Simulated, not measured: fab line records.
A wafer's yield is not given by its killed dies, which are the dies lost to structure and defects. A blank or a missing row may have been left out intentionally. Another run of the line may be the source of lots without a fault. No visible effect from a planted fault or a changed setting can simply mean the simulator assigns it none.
Which tool is to blame? || flow gf180mcu || 39 wafers from 13 lots sampled at 4 of the route's 602 steps

## WHAT THE GAUGES READ, wafer by wafer
GF_V3_RS_MEAS_24: the measuring method here is four-point-probe. Usual: V3_W_RS typically reads 0.328 ohm/sq, with standard deviation 0.0037.
{"lot": "L182", "measured": "day 22 05:53", "on": "film metro-04", "V3_W_RS (ohm/sq)": "0.328 0.330 0.326", "flag": ""}
{"lot": "L184", "measured": "day 23 08:32", "on": "film metro-01", "V3_W_RS (ohm/sq)": "0.332 0.333 0.328", "flag": ""}
{"lot": "L185", "measured": "day 23 18:26", "on": "film metro-04", "V3_W_RS (ohm/sq)": "0.329 0.328 0.327", "flag": ""}
{"lot": "L186", "measured": "day 24 00:58", "on": "film metro-04", "V3_W_RS (ohm/sq)": "0.323 0.327 0.330", "flag": ""}
{"lot": "L187", "measured": "day 24 13:04", "on": "film metro-01", "V3_W_RS (ohm/sq)": "0.323 0.319 0.332", "flag": ""}
{"lot": "L188", "measured": "day 24 20:40", "on": "film metro-04", "V3_W_RS (ohm/sq)": "0.332 0.330 0.331", "flag": ""}
{"lot": "L190", "measured": "day 25 09:16", "on": "film metro-04", "V3_W_RS (ohm/sq)": "0.322 0.322 0.330", "flag": ""}
{"lot": "L194", "measured": "day 26 23:05", "on": "film metro-02", "V3_W_RS (ohm/sq)": "0.328 0.326 0.330", "flag": ""}
{"lot": "L195", "measured": "day 27 02:32", "on": "film metro-02", "V3_W_RS (ohm/sq)": "0.332 0.327 0.330", "flag": ""}
{"lot": "L201", "measured": "day 29 05:19", "on": "film metro-01", "V3_W_RS (ohm/sq)": "0.324 0.323 0.324", "flag": ""}
{"lot": "L202", "measured": "day 29 11:18", "on": "film metro-04", "V3_W_RS (ohm/sq)": "0.326 0.332 0.330", "flag": ""}
{"lot": "L203", "measured": "day 29 13:37", "on": "film metro-02", "V3_W_RS (ohm/sq)": "0.332 0.327 0.336", "flag": ""}
{"lot": "L204", "measured": "day 30 00:31", "on": "film metro-02", "V3_W_RS (ohm/sq)": "0.328 0.328 0.328", "flag": ""}

GF_M4_THK_MEAS_06: measures by xrf. Usual: M4_ALCU_THK typically reads 445 nm, with standard deviation 4.2.
{"lot": "L182", "measured": "day 22 06:42", "on": "film metro-02", "M4_ALCU_THK (nm)": "444 446 446", "flag": ""}
{"lot": "L184", "measured": "day 23 09:21", "on": "film metro-03", "M4_ALCU_THK (nm)": "443 444 444", "flag": ""}
{"lot": "L185", "measured": "day 23 19:15", "on": "film metro-03", "M4_ALCU_THK (nm)": "444 447 446", "flag": ""}
{"lot": "L186", "measured": "day 24 01:47", "on": "film metro-02", "M4_ALCU_THK (nm)": "446 445 442", "flag": ""}
{"lot": "L187", "measured": "day 24 13:53", "on": "film metro-04", "M4_ALCU_THK (nm)": "435 436 437", "flag": ""}
{"lot": "L188", "measured": "day 24 21:29", "on": "film metro-04", "M4_ALCU_THK (nm)": "440 441 443", "flag": ""}
{"lot": "L190", "measured": "day 25 10:06", "on": "film metro-03", "M4_ALCU_THK (nm)": "447 444 444", "flag": ""}
{"lot": "L194", "measured": "day 26 23:53", "on": "film metro-03", "M4_ALCU_THK (nm)": "452 447 442", "flag": ""}
{"lot": "L195", "measured": "day 27 03:21", "on": "film metro-03", "M4_ALCU_THK (nm)": "449 444 447", "flag": ""}
{"lot": "L201", "measured": "day 29 06:44", "on": "film metro-02", "M4_ALCU_THK (nm)": "449 449 446", "flag": ""}
{"lot": "L202", "measured": "day 29 12:06", "on": "film metro-04", "M4_ALCU_THK (nm)": "442 441 440", "flag": ""}
{"lot": "L203", "measured": "day 29 14:47", "on": "film metro-02", "M4_ALCU_THK (nm)": "451 445 450", "flag": ""}
{"lot": "L204", "measured": "day 30 01:20", "on": "film metro-03", "M4_ALCU_THK (nm)": "448 446 445", "flag": ""}

## WHICH TOOL RAN EACH LOT (tool, then ch and the chambers of the sampled wafers, then the start)
{"lot": "L182", "GF_V3_ETCH_17": "rie diel-04 ch 0,2, day 22 05:53 or earlier", "GF_M4_SPUTTER_03": "pvd sputter-04, day 22 06:31"}
{"lot": "L184", "GF_V3_ETCH_17": "rie diel-04 ch 0,1,2, day 23 08:32 or earlier", "GF_M4_SPUTTER_03": "pvd sputter-01, day 23 09:10"}
{"lot": "L185", "GF_V3_ETCH_17": "rie diel-03 ch 0,1, day 23 18:26 or earlier", "GF_M4_SPUTTER_03": "pvd sputter-04, day 23 19:04"}
{"lot": "L186", "GF_V3_ETCH_17": "rie diel-03 ch 2,3, day 24 00:58 or earlier", "GF_M4_SPUTTER_03": "pvd sputter-03, day 24 01:37"}
{"lot": "L187", "GF_V3_ETCH_17": "rie diel-03 ch 0,2,3, day 24 13:04 or earlier", "GF_M4_SPUTTER_03": "pvd sputter-04, day 24 13:43"}
{"lot": "L188", "GF_V3_ETCH_17": "rie diel-03 ch 1,3, day 24 20:40 or earlier", "GF_M4_SPUTTER_03": "pvd sputter-04, day 24 21:18"}
{"lot": "L190", "GF_V3_ETCH_17": "rie diel-02 ch 1,2,3, day 25 09:16 or earlier", "GF_M4_SPUTTER_03": "pvd sputter-01, day 25 09:55"}
{"lot": "L194", "GF_V3_ETCH_17": "rie diel-03 ch 0,1,3, day 26 23:05 or earlier", "GF_M4_SPUTTER_03": "pvd sputter-03, day 26 23:41"}
{"lot": "L195", "GF_V3_ETCH_17": "rie diel-03 ch 2,3, day 27 02:32 or earlier", "GF_M4_SPUTTER_03": "pvd sputter-01, day 27 03:10"}
{"lot": "L201", "GF_V3_ETCH_17": "rie diel-03 ch 1,2, day 29 05:19 or earlier", "GF_M4_SPUTTER_03": "pvd sputter-04, day 29 06:31"}
{"lot": "L202", "GF_V3_ETCH_17": "rie diel-03 ch 0,1,2, day 29 11:18 or earlier", "GF_M4_SPUTTER_03": "pvd sputter-01, day 29 11:54"}
{"lot": "L203", "GF_V3_ETCH_17": "rie diel-03 ch 0,3, day 29 13:37 or earlier", "GF_M4_SPUTTER_03": "pvd sputter-01, day 29 14:37"}
{"lot": "L204", "GF_V3_ETCH_17": "rie diel-03 ch 2,3, day 30 00:31 or earlier", "GF_M4_SPUTTER_03": "pvd sputter-03, day 30 01:08"}
- GF_V3_ETCH_17: etches SiO2 in C4F8/O2/Ar, stops on TiN, target depth 635 nm.
- GF_M4_SPUTTER_03: material Ti, target thk 10 nm, time 6.7 s.

## AS READ BY THE TOOLS THEMSELVES (means over the sampled wafers that have a number; for cases with no such wafer, the mark the record gives instead)
GF_V3_ETCH_17. Usual: oes product au reads 0.855 a.u. (standard deviation 0.0048).
{"lot": "L182", "tool": "rie diel-04", "oes product au (a.u.)": 0.854, "flag": ""}
{"lot": "L184", "tool": "rie diel-04", "oes product au (a.u.)": 0.852, "flag": ""}
{"lot": "L185", "tool": "rie diel-03", "oes product au (a.u.)": 0.854, "flag": ""}
{"lot": "L186", "tool": "rie diel-03", "oes product au (a.u.)": 0.856, "flag": ""}
{"lot": "L187", "tool": "rie diel-03", "oes product au (a.u.)": 0.854, "flag": ""}
{"lot": "L188", "tool": "rie diel-03", "oes product au (a.u.)": 0.853, "flag": ""}
{"lot": "L190", "tool": "rie diel-02", "oes product au (a.u.)": 0.861, "flag": ""}
{"lot": "L194", "tool": "rie diel-03", "oes product au (a.u.)": 0.858, "flag": ""}
{"lot": "L195", "tool": "rie diel-03", "oes product au (a.u.)": 0.859, "flag": ""}
{"lot": "L201", "tool": "rie diel-03", "oes product au (a.u.)": 0.857, "flag": ""}
{"lot": "L202", "tool": "rie diel-03", "oes product au (a.u.)": 0.857, "flag": ""}
{"lot": "L203", "tool": "rie diel-03", "oes product au (a.u.)": 0.855, "flag": ""}
{"lot": "L204", "tool": "rie diel-03", "oes product au (a.u.)": 0.854, "flag": ""}

GF_M4_SPUTTER_03. Usual: chamber pressure pa 0.3000 Pa, standard deviation 0.00059; throttle valve pct 30.6 %, standard deviation 1.4.
{"lot": "L182", "tool": "pvd sputter-04", "chamber pressure pa (Pa)": 0.3001, "throttle valve pct (%)": 29.6, "flag": ""}
{"lot": "L184", "tool": "pvd sputter-01", "chamber pressure pa (Pa)": 0.2996, "throttle valve pct (%)": 31.7, "flag": ""}
{"lot": "L185", "tool": "pvd sputter-04", "chamber pressure pa (Pa)": 0.2999, "throttle valve pct (%)": 29.0, "flag": ""}
{"lot": "L186", "tool": "pvd sputter-03", "chamber pressure pa (Pa)": 0.2998, "throttle valve pct (%)": 30.1, "flag": ""}
{"lot": "L187", "tool": "pvd sputter-04", "chamber pressure pa (Pa)": 0.2999, "throttle valve pct (%)": 29.9, "flag": ""}
{"lot": "L188", "tool": "pvd sputter-04", "chamber pressure pa (Pa)": 0.3002, "throttle valve pct (%)": 29.1, "flag": ""}
{"lot": "L190", "tool": "pvd sputter-01", "chamber pressure pa (Pa)": 0.3000, "throttle valve pct (%)": 31.7, "flag": ""}
{"lot": "L194", "tool": "pvd sputter-03", "chamber pressure pa (Pa)": 0.3000, "throttle valve pct (%)": 30.8, "flag": ""}
{"lot": "L195", "tool": "pvd sputter-01", "chamber pressure pa (Pa)": 0.3090, "throttle valve pct (%)": 30.6, "flag": "OFF"}
{"lot": "L201", "tool": "pvd sputter-04", "chamber pressure pa (Pa)": 0.3000, "throttle valve pct (%)": 29.2, "flag": ""}
{"lot": "L202", "tool": "pvd sputter-01", "chamber pressure pa (Pa)": 0.3003, "throttle valve pct (%)": 31.8, "flag": ""}
{"lot": "L203", "tool": "pvd sputter-01", "chamber pressure pa (Pa)": 0.3006, "throttle valve pct (%)": 32.2, "flag": ""}
{"lot": "L204", "tool": "pvd sputter-03", "chamber pressure pa (Pa)": 0.2995, "throttle valve pct (%)": 31.5, "flag": ""}

## THE ANSWER, worked out from the rows above alone
Rule: a lot is off if the mean of its wafers that have a number lies more than 3 standard deviations from the usual mean. Also off: a lot with no number at a reading for which 4 or more lots have one. Any other lot the step has rows for is counted as sound. Order of review: gauges by route order, followed by the tools' own readings, for which a lot's mean as printed above is used. The first step at which some lot is off is used, and at that step the reading that is off furthest; a lot without a number counts as furthest.
Off: L195 (GF_M4_SPUTTER_03, chamber pressure pa).
If a tool, at that step or one of the process steps before it, ran each lot that is off and ran no sound lot following the first of them, it fits. GF_V3_ETCH_17: start missing for some lots; hours and lot order therefore follow GF_V3_RS_MEAS_24. No candidate that was tried fits.

## WHAT HAD BEEN PUT IN BY THE SIMULATOR
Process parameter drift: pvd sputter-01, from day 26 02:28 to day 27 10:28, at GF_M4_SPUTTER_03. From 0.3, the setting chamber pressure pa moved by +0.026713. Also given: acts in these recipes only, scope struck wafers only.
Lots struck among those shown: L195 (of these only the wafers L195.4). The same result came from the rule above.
